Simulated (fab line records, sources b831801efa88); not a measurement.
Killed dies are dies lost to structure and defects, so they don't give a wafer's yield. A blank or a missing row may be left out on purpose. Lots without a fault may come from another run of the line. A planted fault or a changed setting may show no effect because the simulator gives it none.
Which tool did it? | flow gf180mcu | 12 lots, 36 wafers sampled, at 3 steps of a route of 602

WHAT THE GAUGES READ, wafer by wafer
GF_MVSD_OVL_MEAS_07. Usual: MVSD_OVL -0.1 nm, standard deviation 1.8.
lot  | measured     | on         | MVSD_OVL (nm)  | flag
L954 | day 4 11:41  | overlay-01 | 3.5 4.3 4.4    |
L955 | day 4 17:32  | overlay-01 | -0.6 1.3 1.4   |
L960 | day 5 20:47  | overlay-01 | 2.7 2.1 2.2    |
L963 | day 6 16:23  | overlay-02 | 0.4 -0.4 -0.1  |
L964 | day 6 21:13  | overlay-02 | -2.6 -2.2 -1.6 |
L966 | day 7 07:11  | overlay-01 | 1.5 2.0 1.7    |
L968 | day 7 19:14  | overlay-02 | -0.3 -1.3 -0.9 |
L969 | day 8 01:05  | overlay-02 | 0.8 1.4 1.4    |
L971 | day 8 15:17  | overlay-02 | -0.6 0.2 -0.7  |
L974 | day 9 04:41  | overlay-02 | -1.9 -2.0 -2.7 |
L976 | day 10 02:13 | overlay-02 | -1.1 -0.1 -0.8 |
L977 | day 10 05:46 | overlay-02 | -1.9 -2.8 -3.9 |

GF_VT_IMPLANT_RS_MEAS_49: measures by four-point-probe. Usual: MVPSD_RS 1169 ohm/sq, standard deviation 3.4.
lot  | measured     | on            | MVPSD_RS (ohm/sq) | flag
L954 | day 7 15:06  | film_metro-04 | 1166 1168 1166    |
L955 | day 7 22:25  | film_metro-03 | 1172 1172 1172    |
L960 | day 9 03:42  | film_metro-03 | 1176 1172 1174    |
L963 | day 10 05:19 | film_metro-03 | 1172 1172 1175    |
L964 | day 10 10:20 | film_metro-04 | 1165 1168 1171    |
L966 | day 10 23:16 | film_metro-03 | 1173 1170 1171    |
L968 | day 11 11:55 | film_metro-04 | 1171 1172 1170    |
L969 | day 11 17:47 | film_metro-03 | 1168 1172 1169    |
L971 | day 12 09:56 | film_metro-03 | 1169 1167 1168    |
L974 | day 13 01:26 | film_metro-02 | 1173 1168 1167    |
L976 | day 14 01:58 | film_metro-02 | 1173 1170 1172    |
L977 | day 14 06:05 | film_metro-04 | 1163 1163 1162    |

WHICH TOOL RAN EACH LOT (tool, then ch and the chambers of the sampled wafers, then the start)
lot  | GF_MVPSD_STRIP_10
L954 | plasma_asher-02 ch 0,1, day 5 02:26
L955 | plasma_asher-03 ch 0,1, day 5 08:51
L960 | plasma_asher-02 ch 0,1, day 6 12:14
L963 | plasma_asher-04 ch 0,1, day 7 08:17
L964 | plasma_asher-02 ch 0,1, day 7 12:41
L966 | plasma_asher-03 ch 0,1, day 8 00:06
L968 | plasma_asher-04 ch 0,1, day 8 12:41
L969 | plasma_asher-03 ch 0,1, day 8 18:42
L971 | plasma_asher-04 ch 0,1, day 9 08:56
L974 | plasma_asher-03 ch 0,1, day 9 23:02
L976 | plasma_asher-03 ch 0,1, day 10 20:47
L977 | plasma_asher-02 ch 0,1, day 11 00:27
- GF_MVPSD_STRIP_10: strips in O2/N2.

WHAT THE TOOLS THEMSELVES READ (means of the sampled wafers that have a number; where no wafer has one, the mark that the record gives instead)
GF_MVPSD_STRIP_10. Usual: drypump_motor_current_A 6.1 A, standard deviation 0.33; heater_power_w 335 W, standard deviation 29; o2_flow_sccm 3000 sccm, standard deviation 7.7; oes_product_au 0.723 a.u., standard deviation 0.0048; strip_time_to_endpoint_s 36.96 s, standard deviation 0.091.
lot  | tool            | drypump_motor_current_A (A) | heater_power_w (W) | o2_flow_sccm (sccm) | oes_product_au (a.u.) | strip_time_to_endpoint_s (s) | flag
L954 | plasma_asher-02 | 5.9                         | 335                | 3001                | 0.726                 | 36.90                        |
L955 | plasma_asher-03 | 6.3                         | 348                | 3002                | 0.721                 | 37.00                        |
L960 | plasma_asher-02 | 5.9                         | 330                | 3000                | 0.723                 | 36.96                        |
L963 | plasma_asher-04 | 6.0                         | 300                | 3004                | 0.725                 | 36.99                        |
L964 | plasma_asher-02 | 6.0                         | 338                | 2994                | 0.713                 | 36.86                        |
L966 | plasma_asher-03 | 6.2                         | 363                | 2996                | 0.722                 | 37.00                        |
L968 | plasma_asher-04 | 5.7                         | 295                | 3004                | 0.724                 | 37.20                        |
L969 | plasma_asher-03 | 6.2                         | 363                | 3002                | 0.721                 | 36.84                        |
L971 | plasma_asher-04 | 6.1                         | 302                | 2999                | 0.726                 | 36.86                        |
L974 | plasma_asher-03 | 6.2                         | 347                | 3004                | 0.724                 | 36.91                        |
L976 | plasma_asher-03 | 6.3                         | 344                | 2998                | 0.717                 | 36.86                        |
L977 | plasma_asher-02 | 5.9                         | 333                | 2998                | 0.719                 | 36.92                        |

THE ANSWER, worked out from the rows above alone
Rule: a lot is off if the mean of its wafers that have a number lies more than 3 standard deviations from the usual mean. A lot without any number at a reading at which 4 lots or more have one is off too. The other lots that the step has rows for count as sound. The gauges are gone through in route order, then the tools' own readings, and for those a lot's mean is taken as printed above. The first step at which some lot is off is used, and at that step the reading that is off furthest; a lot without a number counts as furthest.
No lot is off at any reading shown: from this, nothing can be told.

WHAT THE SIMULATOR HAD PUT IN
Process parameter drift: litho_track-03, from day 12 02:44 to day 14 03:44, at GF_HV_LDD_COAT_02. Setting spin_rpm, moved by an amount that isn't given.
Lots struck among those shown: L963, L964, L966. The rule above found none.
